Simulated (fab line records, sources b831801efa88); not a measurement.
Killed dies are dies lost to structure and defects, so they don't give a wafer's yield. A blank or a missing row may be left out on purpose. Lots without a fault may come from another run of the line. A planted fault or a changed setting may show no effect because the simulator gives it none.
Problem report in the 8D (eight disciplines) form, filled by code | flow sky130 | the parts of the form that need people (team, actions taken, sign-off) are left out

1. THE PROBLEM
run_length_s at SKY_VIA3_ETCH_14 reads a mean of 77.9 s on 1 wafer of 1 lot; wafers without a fault read 74.2 s with a standard deviation of 0.45. That is +8.2 standard deviations from the usual mean.
The step: etches BARC in N2/H2, stops on SiO2, time 45.9 s, target depth 60 nm.
First seen on wafer L145.1, day 45 00:12, on rie_diel-02. The record holds 36 wafers of 12 lots with a number at this step. Rule for "out", or "out of limits": more than 4 standard deviations from the usual mean. The other wafers with a number count as sound.

2. WHAT IT IS AND WHAT IT IS NOT
question                    | is                           | is not
which readings at this step | run_length_s, oes_product_au | drypump_motor_current_A, throttle_valve_pct
which lots                  | L145                         | L128, L129, L131, L132, L133, L134, L137, L138, L146, L147, L150
which wafers of those lots  | L145.1                       | L145.2, L145.5
read on which tools         | rie_diel-02                  | rie_diel-01, rie_diel-04
when                        | from day 45 00:12            | up to then (26 sound wafers); but 9 sound wafers of L146, L147, L150 came after

3. SUSPECTS, AND WHAT RULES EACH OUT
Counting: a tool at a process step up to the reading stays a suspect if it ran every lot that is out. Sound lots after the first of them don't rule it out here, since some wafers of a struck lot are sound.
- rie_diel-02 at SKY_VIA3_ETCH_14 (etches BARC in N2/H2, stops on SiO2, time 45.9 s, target depth 60 nm): kept. It ran the lot that is out, L145 (day 45 00:12); its last sound lot up to then is L133 (day 43 19:30). Its own readings are out on those wafers: oes_product_au, run_length_s.
- Within rie_diel-02 at SKY_VIA3_ETCH_14: the wafers that are out ran in chamber 1; their sound lot-mates ran in chambers 0, 3.
Left after counting: rie_diel-02 at SKY_VIA3_ETCH_14.

4. THE CAUSE (what the simulator had put in)
Process parameter drift: rie_diel-02, from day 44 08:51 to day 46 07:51, at SKY_VIA3_ETCH_14. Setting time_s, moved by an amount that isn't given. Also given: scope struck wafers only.
Counting left only this tool.

5. THE CHAIN OF EFFECTS, in route order
Each row: a reading whose mean over the struck wafers that have a number lies more than 3 standard deviations from the usual. Only readings for which the record gives a usual standard deviation are gone through. hours: the time from each lot's start at the first step in this table that gives one to its start at this step, as a median over the lots. sigmas: the change in usual standard deviations.
hours | step             | reading        | usual      | on struck wafers | change | sigmas
0     | SKY_VIA3_ETCH_14 | oes_product_au | 0.855 a.u. | 0.819            | -0.036 | -7.3
0     | SKY_VIA3_ETCH_14 | run_length_s   | 74.2 s     | 77.9             | +3.7   | +8.2
The process steps in it:
- SKY_VIA3_ETCH_14: etches BARC in N2/H2, stops on SiO2, time 45.9 s, target depth 60 nm.
Later measuring or inspecting steps at which every struck wafer that the step has a row for has a number for every such reading, and none has moved that far: SKY_VIA3_RS_MEAS_22.

6. WHAT WOULD HAVE CAUGHT IT SOONER
In this record the first reading out of limits was taken at day 45 00:12, 15 hours after the fault began at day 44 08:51.
